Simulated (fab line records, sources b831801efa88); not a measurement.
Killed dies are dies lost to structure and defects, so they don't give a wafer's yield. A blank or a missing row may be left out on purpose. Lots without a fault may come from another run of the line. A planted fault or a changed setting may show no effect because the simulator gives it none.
Problem report in the 8D (eight disciplines) form, filled by code | flow sky130 | the parts of the form that need people (team, actions taken, sign-off) are left out

1. THE PROBLEM
METAL1_ALCU_RS at SKY_METAL1_RS_MEAS_05 reads a mean of 0.1496 ohm/sq on 1 wafer of 1 lot; wafers without a fault read 0.1270 ohm/sq with a standard deviation of 0.0011. That is +21 standard deviations from the usual mean.
The step: measures by four-point-probe.
First seen on wafer L448.2, day 35 13:19, on film_metro-02. The record holds 30 wafers of 10 lots with a number at this step. Rule for "out", or "out of limits": more than 4 standard deviations from the usual mean. The other wafers with a number count as sound.

2. WHAT IT IS AND WHAT IT IS NOT
question                    | is                | is not
which readings at this step | METAL1_ALCU_RS    | -
which lots                  | L448              | L438, L440, L444, L447, L451, L452, L455, L457, L460
which wafers of those lots  | L448.2            | L448.1, L448.5
read on which gauges        | film_metro-02     | film_metro-01, film_metro-03
when                        | from day 35 13:19 | up to then (14 sound wafers); but 15 sound wafers of L451, L452, L455, L457, L460 came after

3. SUSPECTS, AND WHAT RULES EACH OUT
Counting: a tool at a process step up to the reading stays a suspect if it ran every lot that is out. Sound lots after the first of them don't rule it out here, since some wafers of a struck lot are sound.
- the gauge at SKY_METAL1_RS_MEAS_05: ruled out. All the wafers that are out were read on film_metro-02, but those of them that SKY_METAL1_METAL_ETCH_19 has rows for are out there too, on other tools.
- pvd_sputter-03 at SKY_CONTACT_SPUTTER_23 (material TiN, target thk 20 nm, time 80 s): kept. It ran the lot that is out, L448 (day 35 12:32).
- pvd_sputter-02 at SKY_METAL1_SPUTTER_02 (material AlCu, target thk 250 nm, time 13.3 s): kept. It ran the lot that is out, L448 (day 35 13:14); its last sound lot up to then is L444 (day 33 11:20).
- pvd_sputter-02 at SKY_METAL1_SPUTTER_04 (material TiN, target thk 70 nm, time 58.3 s): kept. It ran the lot that is out, L448 (day 35 13:16); its last sound lot up to then is L444 (day 33 11:23).
Left after counting: pvd_sputter-03 at SKY_CONTACT_SPUTTER_23, pvd_sputter-02 at SKY_METAL1_SPUTTER_02, pvd_sputter-02 at SKY_METAL1_SPUTTER_04.

4. THE CAUSE (what the simulator had put in)
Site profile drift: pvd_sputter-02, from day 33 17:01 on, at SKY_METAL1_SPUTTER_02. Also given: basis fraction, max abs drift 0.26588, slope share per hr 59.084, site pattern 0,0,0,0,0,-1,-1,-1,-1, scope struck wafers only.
Counting left 3 suspects, and this tool is among them.

5. THE CHAIN OF EFFECTS, in route order
Each row: a reading whose mean over the struck wafers that have a number lies more than 3 standard deviations from the usual. Only readings for which the record gives a usual standard deviation are gone through. hours: the time from each lot's start at the first step in this table that gives one to its start at this step, as a median over the lots. sigmas: the change in usual standard deviations.
hours | step                     | reading         | usual         | on struck wafers | change  | sigmas
0     | SKY_METAL1_RS_MEAS_05    | METAL1_ALCU_RS  | 0.1270 ohm/sq | 0.1496           | +0.0226 | +21
0     | SKY_METAL1_THK_MEAS_06   | METAL1_ALCU_THK | 247.5 nm      | 214.5            | -33.0   | -12
27    | SKY_METAL1_METAL_ETCH_19 | oes_product_au  | 0.854 a.u.    | 0.810            | -0.044  | -7.9
The process steps in it:
- SKY_METAL1_METAL_ETCH_19: etches the open film in Cl2/BCl3, stops on SiO2, target depth 360 nm, time 78 s.

6. WHAT WOULD HAVE CAUGHT IT SOONER
In this record the first reading out of limits at a measuring or inspecting step was taken at day 35 13:19, 44 hours after the fault began at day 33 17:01.
Of the tool readings at SKY_METAL1_SPUTTER_02 for which the record gives a usual standard deviation, none was out on any struck wafer, so an alarm limit of 4 standard deviations on them would not have fired.
All the lots that are out (1) had begun SKY_METAL1_SPUTTER_02 on pvd_sputter-02 by day 35 13:19. A hold on the tool at that time would have spared none of them.
